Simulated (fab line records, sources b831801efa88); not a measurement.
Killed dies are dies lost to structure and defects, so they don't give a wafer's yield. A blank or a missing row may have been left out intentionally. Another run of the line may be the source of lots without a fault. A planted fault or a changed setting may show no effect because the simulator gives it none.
fab line records -- flow sky130
record: lots: 12, wafers: 36, lastDay: 49
route steps=708 shown VIA4@639 METAL5@675 PASSIVATION@681 PAD_OPEN@708
lots that met no fault: from a run of the same line without faults
startH: the number of hours between the record's first day and the start of the first shown wafer of the lot -- waitH: how many hours have passed since the lot's step before this one -- " as in the row above -- L1.1+2: a row that stands for several wafers -- - value missing, or start not given -- * or withheld: withheld -- < > ~ a bound
route shown NAME@n: NAME is a module with steps in the file, n the number in the route of the first one -- usual: mean/standard deviation of fault-free wafers -- same: alike in all rows -- chamber/n: place in a boat -- sites: per-site readings -- _std_site: the values' standard deviation -- _edge_site: mean of outer sites minus mean of inner sites -- radiusMm: how far each site lies from the wafer's centre -- mask NAME#n: copy n -- behind: tool/chamber where the wafer was last shaped -- hold: cause of the lot's hold/its duration in hours/its outcome -- device: names the non-switching transistor (n, p or np) -- end of line: the route-end tests of the same wafers -- a step without rows: its recipe alone -- killed: dies lost to structure and defects at the first sort, not the wafer's yield -- map: the dies of a wafer, with x for killed, . for not killed, _ for no die there
set.NAME: setting as actually run; set.NAME@STEP: the setting as run at that earlier step -- model.NAME: the simulator's own value behind a step, which no gauge read
route steps across a sampled set of lots; one table per step, one row per wafer
services: the hour from which a tool's chamber was out of use, counted from the record's first day as startH (under 0 if before that day), plus the number of hours and why
== steps ==
step: SKY_VIA4_HDPCVD_00
recipe: material: SiO2, targetThkNm: 1750, sigmaOpenFrac: 0.3, timeS: 282.1, tempC: 400, sih4FlowSccm: 60, pressureMtorr: 6
usual: susceptorTempC: 399.98/0.22
lot.wafer,tool,chamber,startH,waitH,susceptorTempC
L583.1,hdpcvd-01,2,979.84,0.0,399.66
L583.3,hdpcvd-01,0,979.84,0.0,399.85
L583.4,hdpcvd-01,2,979.84,0.0,399.65
L584.1,hdpcvd-02,2,980.68,0.0,399.99
L584.4,hdpcvd-02,2,980.68,0.0,400.27
L584.6,hdpcvd-02,0,980.68,0.0,399.96
L585.1,hdpcvd-01,0,984.13,0.0,400.38
L585.3,hdpcvd-01,2,984.13,0.0,400.15
L585.6,hdpcvd-01,0,984.13,0.0,400.09
L586.1,hdpcvd-02,2,1003.29,0.0,399.92
L586.5,hdpcvd-02,1,1003.29,0.0,399.84
L586.6,hdpcvd-02,2,1003.29,0.0,399.98
L587.2,hdpcvd-01,0,1003.71,0.0,400.12
L587.3,hdpcvd-01,1,1003.71,0.0,399.86
L587.4,hdpcvd-01,1,1003.71,0.0,400.05
L588.2,hdpcvd-01,2,1015.22,0.0,400.18
L588.3,hdpcvd-01,1,1015.22,0.0,400.41
L588.5,hdpcvd-01,0,1015.22,0.0,400.09
L589.2,hdpcvd-01,1,1029.14,0.0,400.58
L589.4,hdpcvd-01,1,1029.14,0.0,400.44
L589.5,hdpcvd-01,2,1029.14,0.0,399.87
L590.1,hdpcvd-01,1,1030.43,0.0,399.75
L590.3,hdpcvd-01,0,1030.43,0.0,399.73
L590.6,hdpcvd-01,1,1030.43,0.0,400.08
L591.1,hdpcvd-02,0,1036.87,0.0,399.75
L591.4,hdpcvd-02,0,1036.87,0.0,399.99
L591.5,hdpcvd-02,2,1036.87,0.0,399.99
L592.3,hdpcvd-02,0,1047.97,0.0,400.03
L592.4,hdpcvd-02,0,1047.97,0.0,399.82
L592.5,hdpcvd-02,2,1047.97,0.0,399.71
L593.1,hdpcvd-02,2,1048.91,0.0,400.50
L593.4,hdpcvd-02,1,1048.91,0.0,400.24
L593.5,hdpcvd-02,2,1048.91,0.0,400.03
L598.1,hdpcvd-02,0,1086.78,0.0,400.03
L598.3,hdpcvd-02,1,1086.78,0.0,399.64
L598.5,hdpcvd-02,0,1086.78,0.0,400.09
step: SKY_VIA4_CVD_18
recipe: material: W, targetThkNm: 505, timeS: 152.14, tempC: 400, pressureTorr: 40
usual: heaterPowerW: 882/19, susceptorTempC: 400.00/0.22
lot.wafer,tool,chamber,startH,waitH,heaterPowerW,susceptorTempC
L583.1,cvdW-01,1,1004.54,0.0,858,400.19
L583.3,cvdW-01,1,1004.54,0.0,872,400.19
L583.4,cvdW-01,1,1004.54,0.0,884,400.01
L584.1,cvdW-02,0,1005.04,0.0,869,399.93
L584.4,cvdW-02,0,1005.04,0.0,861,399.85
L584.6,cvdW-02,0,1005.04,0.0,903,399.74
L585.1,cvdW-01,1,1008.15,0.0,907,400.05
L585.3,cvdW-01,1,1008.15,0.0,879,400.06
L585.6,cvdW-01,1,1008.15,0.0,874,399.92
L586.1,cvdW-02,1,1027.58,0.0,906,399.67
L586.5,cvdW-02,1,1027.58,0.0,865,399.65
L586.6,cvdW-02,1,1027.58,0.0,874,400.26
L587.2,cvdW-01,1,1027.67,0.0,877,400.26
L587.3,cvdW-01,1,1027.67,0.0,879,399.93
L587.4,cvdW-01,0,1027.67,0.0,836,399.80
L588.2,cvdW-01,0,1038.41,0.0,834,399.75
L588.3,cvdW-01,0,1038.41,0.0,861,399.78
L588.5,cvdW-01,1,1038.41,0.0,904,400.17
L589.2,cvdW-02,0,1052.58,0.0,890,400.09
L589.4,cvdW-02,1,1052.58,0.0,870,400.10
L589.5,cvdW-02,1,1052.58,0.0,887,399.85
L590.1,cvdW-01,1,1055.37,0.0,867,399.87
L590.3,cvdW-01,1,1055.37,0.0,896,399.55
L590.6,cvdW-01,1,1055.37,0.0,895,399.93
L591.1,cvdW-02,0,1059.48,0.0,890,399.67
L591.4,cvdW-02,0,1059.48,0.0,899,400.01
L591.5,cvdW-02,1,1059.48,0.0,919,400.40
L592.3,cvdW-02,0,1070.37,0.1,901,400.05
L592.4,cvdW-02,1,1070.37,0.1,870,399.78
L592.5,cvdW-02,1,1070.37,0.1,887,399.98
L593.1,cvdW-02,1,1071.61,0.0,886,400.45
L593.4,cvdW-02,0,1071.61,0.0,886,399.88
L593.5,cvdW-02,1,1071.61,0.0,874,400.27
L598.1,cvdW-02,0,1108.41,0.0,875,400.44
L598.3,cvdW-02,0,1108.41,0.0,895,399.65
L598.5,cvdW-02,0,1108.41,0.0,899,400.27
step: SKY_METAL5_DESCUM_14
recipe: chemistry: O2, sourcePowerW: 150, biasPowerW: 0, pressureMtorr: 10, tempC: 40, timeS: 11
usual: drypumpMotorCurrentA: 5.74/0.17, oesProductAu: 0.997/0.014, rfFwdPowerW: 147.6/0.72
lot.wafer,tool,chamber,startH,waitH,drypumpMotorCurrentA,oesProductAu,rfFwdPowerW,rfHoursCounterH
L583.1,rieMetal-02,1,1028.55,0.1,5.77,1.013,148.4,6
L583.3,rieMetal-02,0,1028.55,0.1,5.48,1.013,147.4,-
L583.4,rieMetal-02,1,1028.55,0.1,5.74,1.019,147.1,-
L584.1,rieMetal-04,1,1028.95,0.1,5.78,0.992,147.8,19
L584.4,rieMetal-04,0,1028.95,0.1,5.88,0.976,147.1,-
L584.6,rieMetal-04,1,1028.95,0.1,5.78,0.989,148.0,-
L585.1,rieMetal-02,0,1031.95,0.1,5.50,1.002,147.4,10
L585.3,rieMetal-02,1,1031.95,0.1,5.73,1.012,147.5,-
L585.6,rieMetal-02,0,1031.95,0.1,5.51,1.003,147.8,-
L587.2,rieMetal-03,1,1050.85,0.1,5.44,0.982,149.1,22
L587.3,rieMetal-03,0,1050.85,0.1,5.91,1.011,147.8,-
L587.4,rieMetal-03,1,1050.85,0.1,5.45,0.981,148.3,-
L586.1,rieMetal-02,0,1051.15,0.1,5.49,1.001,147.9,12
L586.5,rieMetal-02,1,1051.15,0.1,5.75,1.023,147.2,-
L586.6,rieMetal-02,0,1051.15,0.1,5.49,1.006,147.1,-
L588.2,rieMetal-02,1,1060.75,0.1,5.76,1.031,148.1,8
L588.3,rieMetal-02,0,1060.75,0.1,5.47,0.992,147.7,-
L588.5,rieMetal-02,0,1060.75,0.1,5.49,0.997,147.9,-
L589.2,rieMetal-02,1,1074.85,0.1,5.78,1.010,147.6,9
L589.4,rieMetal-02,0,1074.85,0.1,5.47,0.985,146.5,-
L589.5,rieMetal-02,0,1074.85,0.1,5.47,1.002,146.8,-
L590.1,rieMetal-04,1,1076.55,0.1,5.75,1.000,148.0,21
L590.3,rieMetal-04,0,1076.55,0.1,5.92,0.998,145.9,-
L590.6,rieMetal-04,1,1076.55,0.1,5.76,0.995,148.0,-
L591.1,rieMetal-04,0,1081.25,0.1,5.92,0.989,147.6,23
L591.4,rieMetal-04,0,1081.25,0.1,5.88,0.997,146.7,-
L591.5,rieMetal-04,1,1081.25,0.1,5.75,0.980,146.8,-
L592.3,rieMetal-02,1,1090.68,0.1,5.77,1.019,147.5,-
L592.4,rieMetal-02,0,1090.68,0.1,5.48,1.002,147.0,-
L592.5,rieMetal-02,1,1090.68,0.1,5.74,1.011,148.0,-
L593.1,rieMetal-03,0,1091.91,0.1,5.91,0.995,147.8,22
L593.4,rieMetal-03,0,1091.91,0.1,5.89,0.984,147.9,-
L593.5,rieMetal-03,0,1091.91,0.1,5.90,0.988,147.1,-
L598.1,rieMetal-04,1,1129.17,0.1,5.76,1.000,148.2,25
L598.3,rieMetal-04,0,1129.17,0.1,5.90,0.977,146.4,-
L598.5,rieMetal-04,0,1129.17,0.1,5.89,0.982,146.8,-
step: SKY_PASSIVATION_CVD_00
recipe: material: SiO2, targetThkNm: 90, tempC: 400, timeS: withheld, rfW: 612
usual: heaterPowerW: 681/98, rfFwdPowerW: 600/3.1, susceptorTempC: 399.98/0.21
lot.wafer,tool,chamber,startH,waitH,heaterPowerW,rfFwdPowerW,susceptorTempC
L583.1,pecvd-01,0,1029.77,0.0,869,598,400.02
L583.3,pecvd-01,1,1029.77,0.0,561,604,399.79
L583.4,pecvd-01,0,1029.77,0.0,885,597,399.94
L584.1,pecvd-02,1,1029.81,0.0,605,597,399.79
L584.4,pecvd-02,0,1029.81,0.0,697,602,399.89
L584.6,pecvd-02,1,1029.81,0.0,629,597,399.46
L585.1,pecvd-01,0,1032.81,0.0,836,597,399.95
L585.3,pecvd-01,0,1032.81,0.0,838,595,399.91
L585.6,pecvd-01,1,1032.81,0.0,533,603,400.12
L587.2,pecvd-03,2,1051.72,0.0,548,604,400.09
L587.3,pecvd-03,0,1051.72,0.0,511,602,400.21
L587.4,pecvd-03,2,1051.72,0.0,587,608,400.22
L586.1,pecvd-02,0,1052.01,0.0,658,603,399.82
L586.5,pecvd-02,0,1052.01,0.0,673,597,399.67
L586.6,pecvd-02,2,1052.01,0.0,673,600,399.69
L588.2,pecvd-02,0,1061.65,0.0,772,600,399.94
L588.3,pecvd-02,1,1061.65,0.0,543,598,400.13
L588.5,pecvd-02,0,1061.65,0.0,777,599,400.00
L589.2,pecvd-01,2,1075.75,0.0,711,600,399.90
L589.4,pecvd-01,1,1075.75,0.0,507,606,399.99
L589.5,pecvd-01,2,1075.75,0.0,730,600,399.89
L590.1,pecvd-03,2,1077.41,0.0,711,602,400.08
L590.3,pecvd-03,2,1077.41,0.0,710,606,399.98
L590.6,pecvd-03,2,1077.41,0.0,727,604,400.01
L591.1,pecvd-03,1,1082.11,0.0,775,599,400.46
L591.4,pecvd-03,1,1082.11,0.0,750,597,400.01
L591.5,pecvd-03,1,1082.11,0.0,770,598,400.18
L592.3,pecvd-02,2,1091.53,0.0,824,598,399.30
L592.4,pecvd-02,1,1091.53,0.0,663,597,399.86
L592.5,pecvd-02,2,1091.53,0.0,837,599,399.81
L593.1,pecvd-03,2,1092.78,0.0,697,604,400.64
L593.4,pecvd-03,1,1092.78,0.0,675,594,399.99
L593.5,pecvd-03,2,1092.78,0.0,579,604,400.23
L598.1,pecvd-02,1,1130.04,0.0,603,594,400.21
L598.3,pecvd-02,2,1130.04,0.0,758,604,400.22
L598.5,pecvd-02,2,1130.04,0.0,763,598,399.61
step: SKY_PAD_OPEN_PROBE_99
usual: defectLimitedYield: 82.4/1.9, killed_at_M0_to_M3: 44/7.2, killed_at_M4_up: 3.1/1.8, killedAtContacts: 25/5.2, killedAtFrontEnd: 15/3.9, killedAtOther: 0.2/0.5, killedDies: 86/9.5, killedOpen: 47/7.3, killedShort: 40/6, sort_bin_3_pad_short: 0.8/0.44, sort_bin_5_function: 10.4/1.5, sort_bin_6_memory: 6.3/1.1, sortNPass: 406/9.5, sortYieldPct: 82.4/1.9
same: grossDies: 492, killedAtBackSide: 0, sort_bin_4_leakage[%]: 0, sort_bin_8_speed[%]: 0
lot.wafer,tool,chamber,startH,waitH,defectLimitedYield[%],killed_at_M0_to_M3,killed_at_M4_up,killedAtContacts,killedAtFrontEnd,killedAtOther,killedDies,killedOpen,killedShort,sort_bin_3_pad_short[%],sort_bin_5_function[%],sort_bin_6_memory[%],sortNPass,sortYieldPct[%]
L598.1,prober-02,-,1168.28,0.1,78.5,45,28,21,12,0,106,42,37,3.0,12.6,5.9,386,78.5
L598.3,prober-02,-,1168.38,0.2,73.4,39,51,21,20,0,131,44,38,4.1,16.3,6.3,361,73.4
L598.5,prober-02,-,1168.48,0.2,76.6,49,29,29,8,0,115,49,41,1.0,15.4,6.9,377,76.6
killed by level:class
L598.1 VIA4:unspecified=27 VIA1:geometricParticle:open=12 LI_CONTACT:geometricParticle:open=8 METAL1:geometricParticle:short=6 VIA1:geometricParticle:short=6 CONTACT:geometricParticle:open=5 FIELD_ISO:geometricParticle:short=4 LOCAL_INTERCONNECT:geometricParticle:short=4
L598.3 VIA4:unspecified=49 METAL2:geometricParticle:short=10 VIA1:geometricParticle:open=9 CONTACT:geometricParticle:open=7 VIA3:geometricParticle:open=6 FIELD_ISO:geometricParticle:open=5 POLY_GATE:geometricParticle:open=5 LI_CONTACT:geometricParticle:short=4
L598.5 VIA4:unspecified=25 CONTACT:geometricParticle:open=14 VIA3:geometricParticle:open=11 VIA1:geometricParticle:open=10 VIA1:geometricParticle:short=7 CONTACT:geometricParticle:short=6 METAL2:geometricParticle:short=6 LI_CONTACT:geometricParticle:open=5
== services ==
tool,chamber,startH,hours,kind
cvdW-02,0,963.70,3.2,repair
hdpcvd-01,-,965.25,5.5,pm
hdpcvd-01,1,969.59,25.7,repair
pecvd-02,-,982.22,2.8,pm
cvdW-01,-,987.61,1.8,repair
cvdW-01,0,1002.90,8.3,repair
pecvd-03,-,1004.71,1.0,repair
pecvd-03,-,1009.51,0.9,repair
cvdW-02,0,1024.06,8.0,repair
pecvd-01,-,1025.98,2.0,repair
pecvd-01,2,1026.70,10.4,repair
rieMetal-04,1,1030.04,22.0,repair
rieMetal-02,1,1037.06,3.8,repair
pecvd-01,-,1052.61,0.5,repair
cvdW-01,1,1062.06,1.7,repair
pecvd-01,0,1070.29,19.4,repair
pecvd-03,0,1076.64,48.5,repair
pecvd-01,-,1097.02,0.3,repair
pecvd-01,-,1098.17,3.7,repair
rieMetal-02,1,1099.14,12.3,repair
cvdW-01,-,1110.93,6.9,pm
cvdW-02,-,1111.66,1.1,repair
rieMetal-04,-,1118.94,0.5,repair
rieMetal-02,1,1120.11,1.8,repair
== key ==
firstSign: step: SKY_PAD_OPEN_PROBE_99, reading: killed_at_M4_up, direction: up, sigmas: 18, usual: 3.1, struck: 36
effect: step: SKY_PAD_OPEN_PROBE_99, reading: sort_bin_3_pad_short, direction: up, sigmas: 4.2, usual: 0.8, struck: 2.7, wafersMoved: 2
metAt SKY_VIA4_HDPCVD_00
struckLots L598
notActingAt SKY_VIA4_CVD_18,SKY_METAL5_DESCUM_14,SKY_PASSIVATION_CVD_00
onsetBetween 1048.91 1086.78
alsoFits time
fault: kind: chamberParticleSource, tool: hdpcvd-02, chamber: -, onsetH: 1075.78, steps: SKY_VIA4_HDPCVD_00, ratePerVisitCm2: 0.62806, endH: 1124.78
